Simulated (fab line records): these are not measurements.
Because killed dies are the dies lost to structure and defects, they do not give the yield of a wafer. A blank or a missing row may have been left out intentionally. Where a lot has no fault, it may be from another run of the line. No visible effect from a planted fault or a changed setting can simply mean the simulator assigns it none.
Chamber matching || flow sky130 || cmp-02 running SKY_LI_CONTACT_CMP_02: 4 sister chambers
The step polishes PSG. 8 wafers are shown with their chamber, then 9 later ones without.

## WAFERS PAIRED WITH THEIR CHAMBERS
{"wafer": "L697.1", "chamber": 1, "motor current A (A)": 12.6, "edge zone pressure frac": 0.993}
{"wafer": "L699.6", "chamber": 1, "motor current A (A)": 12.0, "edge zone pressure frac": 1.002}
{"wafer": "L707.1", "chamber": 2, "motor current A (A)": 12.9, "edge zone pressure frac": 0.995}
{"wafer": "L707.2", "chamber": 0, "motor current A (A)": 11.2, "edge zone pressure frac": 1.006}
{"wafer": "L707.5", "chamber": 0, "motor current A (A)": 11.9, "edge zone pressure frac": 1.005}
{"wafer": "L711.2", "chamber": 3, "motor current A (A)": 13.8, "edge zone pressure frac": 1.000}
{"wafer": "L711.5", "chamber": 2, "motor current A (A)": 12.2, "edge zone pressure frac": 1.000}
{"wafer": "L711.6", "chamber": 3, "motor current A (A)": 13.2, "edge zone pressure frac": 1.001}

## WAFERS WHOSE CHAMBER IS MISSING
{"wafer": "L715.3", "motor current A (A)": 11.9, "edge zone pressure frac": 0.997}
{"wafer": "L715.4", "motor current A (A)": 12.8, "edge zone pressure frac": 0.997}
{"wafer": "L715.5", "motor current A (A)": 12.8, "edge zone pressure frac": 1.002}
{"wafer": "L714.3", "motor current A (A)": 11.4, "edge zone pressure frac": 0.999}
{"wafer": "L714.4", "motor current A (A)": 12.6, "edge zone pressure frac": 0.995}
{"wafer": "L714.5", "motor current A (A)": 11.8, "edge zone pressure frac": 1.004}
{"wafer": "L716.2", "motor current A (A)": 12.4, "edge zone pressure frac": 1.001}
{"wafer": "L716.3", "motor current A (A)": 13.1, "edge zone pressure frac": 0.995}
{"wafer": "L716.4", "motor current A (A)": 11.2, "edge zone pressure frac": 1.006}

## WHICH CHAMBER EACH WENT THROUGH
{"wafer": "L715.3", "from the rows above": "can't be placed: 1 or 2 or 0", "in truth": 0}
{"wafer": "L715.4", "from the rows above": "can't be placed: 2 or 1 or 3", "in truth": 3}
{"wafer": "L715.5", "from the rows above": "can't be placed: 2 or 3 or 1 or 0", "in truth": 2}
{"wafer": "L714.3", "from the rows above": "can't be placed: 0 or 1 or 2", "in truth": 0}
{"wafer": "L714.4", "from the rows above": "can't be placed: 2 or 1 or 3", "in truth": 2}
{"wafer": "L714.5", "from the rows above": "can't be placed: 0 or 1 or 2", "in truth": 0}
{"wafer": "L716.2", "from the rows above": "can't be placed: 1 or 2 or 0 or 3", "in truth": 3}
{"wafer": "L716.3", "from the rows above": "can't be placed: 2 or 3 or 1", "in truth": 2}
{"wafer": "L716.4", "from the rows above": 0, "in truth": 0}
Correctly placed: 1 of 9. Unplaceable from these rows: 8, with the true chamber sitting among the candidates in 8. Wrongly placed: 0.
How it was worked out, from the rows above alone: a wafer's distance from a chamber is the root of the sum, over the readings, of the square of ((its reading less the chamber's mean) divided by the reading's scatter). If the next closest chamber is less than 2 further off than the closest, the wafer can't be placed; otherwise it belongs to the closest. For every chamber, the mean is computed from those of its wafers that are shown. The scatter: the root of (the sum of the squares of (reading less its chamber's mean) over the shown wafers, divided by (wafers less chambers)).
